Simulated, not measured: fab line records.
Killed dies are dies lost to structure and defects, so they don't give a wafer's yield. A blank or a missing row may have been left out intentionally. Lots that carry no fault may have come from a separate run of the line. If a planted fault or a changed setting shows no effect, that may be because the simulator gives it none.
Tool commonality check ; flow gf180mcu ; 13 lots and 39 wafers in the sample

WHAT PROMPTED THE OPENING
2 of 13 lots carry a flag on the reading CONTACT_CVD_02_THK at GF_CONTACT_THK_MEAS_03. No-fault wafers: 862 nm, standard deviation 10.
Rule: a lot is flagged when every wafer of it that has a number lies more than 4 standard deviations from that mean, or none has a number. All remaining lots are regarded as sound.

lot;measured;on;CONTACT_CVD_02_THK (nm), wafer by wafer;flag
L537;day 15 04:16;film_metro-03;858 866 865;
L540;day 16 11:13;film_metro-04;854 839 865;
L546;day 18 07:46;film_metro-03;1090 1107 1110;FLAGGED
L548;day 19 05:42;film_metro-03;1102 1107 1111;FLAGGED
L549;day 19 09:40;film_metro-01;863 865 857;
L553;day 20 22:22;film_metro-01;867 862 844;
L554;day 21 11:05;film_metro-03;849 863 872;
L555;day 21 19:16;film_metro-03;851 861 870;
L556;day 22 00:46;film_metro-04;859 856 878;
L557;day 22 09:57;film_metro-03;856 872 873;
L558;day 22 14:22;film_metro-04;854 863 870;
L559;day 23 06:16;film_metro-01;877 856 865;
L560;day 23 13:25;film_metro-03;860 872 860;
On average the flagged lots' numbers are 1104 nm, which is +242 nm against the usual, or +24 standard deviations.

WHICH TOOL EACH LOT WENT THROUGH
The record holds 1 process step before the reading, out of a route of 602 steps. Read each cell as the tool, then ch plus the chambers that the sampled wafers visited, then the start.
lot;flag;GF_CONTACT_CVD_02
L537;;pecvd-03 ch 0,2, day 15 04:11
L540;;pecvd-04 ch 1,2, day 16 11:09
L546;FLAGGED;pecvd-02 ch 0,1,2, day 18 07:41
L548;FLAGGED;pecvd-02 ch 0,1,2, day 19 05:38
L549;;pecvd-04 ch 1,2, day 19 09:35
L553;;pecvd-04 ch 0,1,2, day 20 22:17
L554;;pecvd-03 ch 0,2, day 21 11:01
L555;;pecvd-02 ch 0,1, day 21 19:11
L556;;pecvd-04 ch 1,2, day 22 00:41
L557;;pecvd-03 ch 0,1,2, day 22 09:52
L558;;pecvd-03 ch 0,1,2, day 22 14:18
L559;;pecvd-04 ch 0,1, day 23 06:11
L560;;pecvd-04 ch 0,2, day 23 13:20
These steps, and what they do:
- GF_CONTACT_CVD_02: deposits SiO2 from TEOS, target thk 860 nm, time 95.992 s.
- GF_CONTACT_THK_MEAS_03

FLAGGED OVER TOTAL, TOOL BY TOOL (the gauges that took the reading come last)
step;tool;lots run;flagged;share of the flagged lots;sound lots run after its first flagged lot
GF_CONTACT_CVD_02;pecvd-02;3;2;all;1 (L555)
GF_CONTACT_CVD_02;pecvd-03;4;0;none;-
GF_CONTACT_CVD_02;pecvd-04;6;0;none;-
GF_CONTACT_THK_MEAS_03;film_metro-01;3;0;none;-
GF_CONTACT_THK_MEAS_03;film_metro-03;7;2;all;4 (L554,L555,L557,L560)
GF_CONTACT_THK_MEAS_03;film_metro-04;3;0;none;-

WHAT THE TABLE ALLOWS
In 2 table rows, all flagged lots were run: pecvd-02 (GF_CONTACT_CVD_02), film_metro-03 (GF_CONTACT_THK_MEAS_03).
- pecvd-02 at GF_CONTACT_CVD_02: 2 of its 3 lots flagged. After the first flagged lot (L555), sound lots still ran on it; a lasting fault on the whole tool would not permit that.
- film_metro-03 at GF_CONTACT_THK_MEAS_03: 2 of its 7 lots flagged. After the first flagged lot (L554, L555, L557, L560), sound lots still ran on it; a lasting fault on the whole tool would not permit that.
No row of the table ran every flagged lot and no sound lot after the first.

WHAT THE SIMULATOR HAD PUT IN
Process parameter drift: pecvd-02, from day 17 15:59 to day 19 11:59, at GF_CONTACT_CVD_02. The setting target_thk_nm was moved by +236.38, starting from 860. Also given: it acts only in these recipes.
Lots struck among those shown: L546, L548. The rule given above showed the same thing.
